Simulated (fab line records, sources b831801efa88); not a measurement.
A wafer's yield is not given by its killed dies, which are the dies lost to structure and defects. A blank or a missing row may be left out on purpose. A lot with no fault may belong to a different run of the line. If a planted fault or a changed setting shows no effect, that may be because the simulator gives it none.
The tool behind it: which one? -- flow sky130 -- 12 lots with 36 wafers sampled at 6 steps, on a route of 708 steps

== WHAT THE GAUGES READ, wafer by wafer ==
SKY_FIELD_ISO_BOW_MEAS_00. Usual: INCOMING_BOW typically reads 1 um, with standard deviation 6.5.
lot,measured,on,INCOMING_BOW (um),flag
L138,day 1 10:00,film-metro-04,-6 -3 4,
L142,day 2 06:00,film-metro-04,-14 -1 0,
L146,day 3 02:04,film-metro-03,4 9 2,
L147,day 3 07:01,film-metro-01,-6 -5 4,
L148,day 3 12:00,film-metro-03,6 -2 -7,
L149,day 3 17:00,film-metro-03,-2 9 1,
L150,day 3 22:00,film-metro-04,5 0 -3,
L151,day 4 03:00,film-metro-04,-1 -1 1,
L152,day 4 08:01,film-metro-03,4 0 2,
L153,day 4 13:01,film-metro-01,3 4 7,
L154,day 4 18:04,film-metro-04,2 5 5,
L155,day 4 23:01,film-metro-04,-3 -3 -12,

SKY_DNWELL_TW_MEAS_09. Usual: DNWELL_TW typically reads 1114, with standard deviation 8.3.
lot,measured,on,DNWELL_TW,flag
L138,day 3 11:40,film-metro-02,1115 1112 1112,
L142,day 4 00:31,film-metro-04,1118 1122 1122,
L146,day 4 23:18,film-metro-02,1121 1116 1120,
L147,day 5 04:47,film-metro-04,1108 1116 1119,
L148,day 5 13:55,film-metro-04,1116 1115 1117,
L149,day 5 18:13,film-metro-04,1128 1116 1121,
L150,day 5 23:32,film-metro-04,1118 1122 1125,
L151,day 6 03:07,film-metro-02,1118 1118 1120,
L152,day 6 11:56,film-metro-04,1114 1123 1116,
L153,day 6 17:20,film-metro-02,1113 1120 1122,
L154,day 6 23:31,film-metro-01,1101 1102 1098,
L155,day 7 01:35,film-metro-02,1113 1111 1102,

SKY_NWELL_OVL_MEAS_10. Usual: NWELL_00_OVL typically reads -0.4 nm, with standard deviation 1.5.
lot,measured,on,NWELL_00_OVL (nm),flag
L138,day 4 20:29,overlay-02,0.5 1.5 1.3,
L142,day 5 10:58,overlay-02,-0.8 -0.5 1.3,
L146,day 6 11:59,overlay-02,3.1 2.5 0.5,
L147,day 6 16:43,overlay-01,0.0 -1.2 1.7,
L148,day 7 02:17,overlay-02,-0.9 -0.3 0.5,
L149,day 7 07:40,overlay-02,-1.2 -1.9 -2.3,
L150,day 7 13:49,overlay-02,2.4 3.0 1.2,
L151,day 7 17:22,overlay-02,-1.1 -1.2 -0.5,
L152,day 8 03:10,overlay-02,- - -,OFF
L153,day 8 08:25,overlay-02,-2.0 -0.6 -1.3,
L154,day 8 14:52,overlay-01,0.0 -1.5 -0.7,
L155,day 8 15:34,overlay-01,1.4 0.0 -0.4,

SKY_NWELL_TW_MEAS_15. Usual: NWELL_TW typically reads 1806, with standard deviation 13.
lot,measured,on,NWELL_TW,flag
L138,day 4 21:04,film-metro-01,1787 1782 1780,
L142,day 5 11:32,film-metro-04,1813 1817 1819,
L146,day 6 12:35,film-metro-04,1804 1820 1822,
L147,day 6 17:19,film-metro-04,1809 1814 1804,
L148,day 7 02:52,film-metro-02,1821 1819 1819,
L149,day 7 08:18,film-metro-04,1806 1808 1810,
L150,day 7 14:23,film-metro-01,1791 1783 1791,
L151,day 7 17:57,film-metro-01,1800 1799 1788,
L152,day 8 03:45,film-metro-02,30 30 30,OFF
L153,day 8 09:00,film-metro-02,1810 1825 1817,
L154,day 8 15:28,film-metro-01,1794 1789 1789,
L155,day 8 16:09,film-metro-02,1826 1817 1823,

SKY_SONOS_ONO_CD_MEAS_13: target cd 410 nm. Usual: 409.2 nm for cd-nm, sd 2.3.
lot,measured,on,cd-nm (nm),flag
L138,day 13 01:37,cd-sem-01,409.2 408.1 408.7,
L142,day 13 10:22,cd-sem-01,411.5 407.7 406.5,
L146,day 14 21:49,cd-sem-01,406.7 406.7 406.3,
L147,day 15 05:14,cd-sem-02,410.1 409.1 408.6,
L148,day 15 20:34,cd-sem-02,406.2 405.5 404.8,
L149,day 16 01:46,cd-sem-01,408.5 409.2 406.5,
L150,day 16 11:07,cd-sem-02,408.0 410.0 408.7,
L151,day 16 15:01,cd-sem-02,412.0 411.4 411.9,
L152,day 17 07:23,cd-sem-01,409.9 410.9 409.2,
L153,day 17 12:23,cd-sem-01,412.7 412.0 413.5,
L154,day 17 21:43,cd-sem-02,406.7 406.2 408.3,
L155,day 18 07:17,cd-sem-02,407.5 409.2 408.3,

== WHICH TOOL RAN EACH LOT (tool, then ch and the chambers of the sampled wafers, then the start) ==
lot,SKY_NWELL_EXPOSE_07
L138,"iline-stepper-02 ch 0, day 4 12:17"
L142,"iline-stepper-02 ch 0, day 5 02:12"
L146,"iline-stepper-02 ch 0, day 6 02:58"
L147,"iline-stepper-01 ch 0, day 6 08:24"
L148,"iline-stepper-02 ch 0, day 6 16:47"
L149,"iline-stepper-02 ch 0, day 6 21:48"
L150,"iline-stepper-02 ch 0, day 7 04:11"
L151,"iline-stepper-01 ch 0, day 7 07:54"
L152,"iline-stepper-01 ch 0, day 7 17:18"
L153,"iline-stepper-01 ch 0, day 7 23:22"
L154,"iline-stepper-01 ch 0, day 8 05:41"
L155,"iline-stepper-02 ch 0, day 8 07:22"
- SKY_NWELL_EXPOSE_07: exposes mask NWM, target cd 840 nm.

== WHAT THE TOOLS THEMSELVES READ (means of the sampled wafers that have a number; where no wafer has one, the mark that the record gives instead) ==
SKY_NWELL_EXPOSE_07. Usual: 23.00 C for reticle-temp-C, sd 0.11.
lot,tool,reticle-temp-C (C),flag
L138,iline-stepper-02,22.84,
L142,iline-stepper-02,22.95,
L146,iline-stepper-02,23.06,
L147,iline-stepper-01,22.84,
L148,iline-stepper-02,23.06,
L149,iline-stepper-02,23.07,
L150,iline-stepper-02,22.95,
L151,iline-stepper-01,23.05,
L152,iline-stepper-01,23.04,
L153,iline-stepper-01,22.93,
L154,iline-stepper-01,22.99,
L155,iline-stepper-02,22.95,

== THE ANSWER, worked out from the rows above alone ==
Rule: take the mean of a lot's wafers that have a number; if it is more than 3 standard deviations from the usual mean, the lot is off. Also off: a lot with no number at a reading for which 4 or more lots have one. All remaining lots with rows at the step are treated as sound. Order of review: gauges by route order, followed by the tools' own readings, for which a lot's mean as printed above is used. The first step at which some lot is off is used, and at that step the reading that is off furthest; a lot without a number counts as furthest.
Off: L152, at SKY_NWELL_OVL_MEAS_10 (NWELL_00_OVL). Without a number there: L152.
If a tool, at a process step before that reading, ran all the lots that are off and no sound lot after the first of them, it fits. Not tried: the gauges at SKY_NWELL_OVL_MEAS_10; whatever is off there is also off at SKY_NWELL_TW_MEAS_15, on other tools, and gauge error can't account for it. Not one of the candidates tried fits.

== WHAT HAD BEEN PUT IN BY THE SIMULATOR ==
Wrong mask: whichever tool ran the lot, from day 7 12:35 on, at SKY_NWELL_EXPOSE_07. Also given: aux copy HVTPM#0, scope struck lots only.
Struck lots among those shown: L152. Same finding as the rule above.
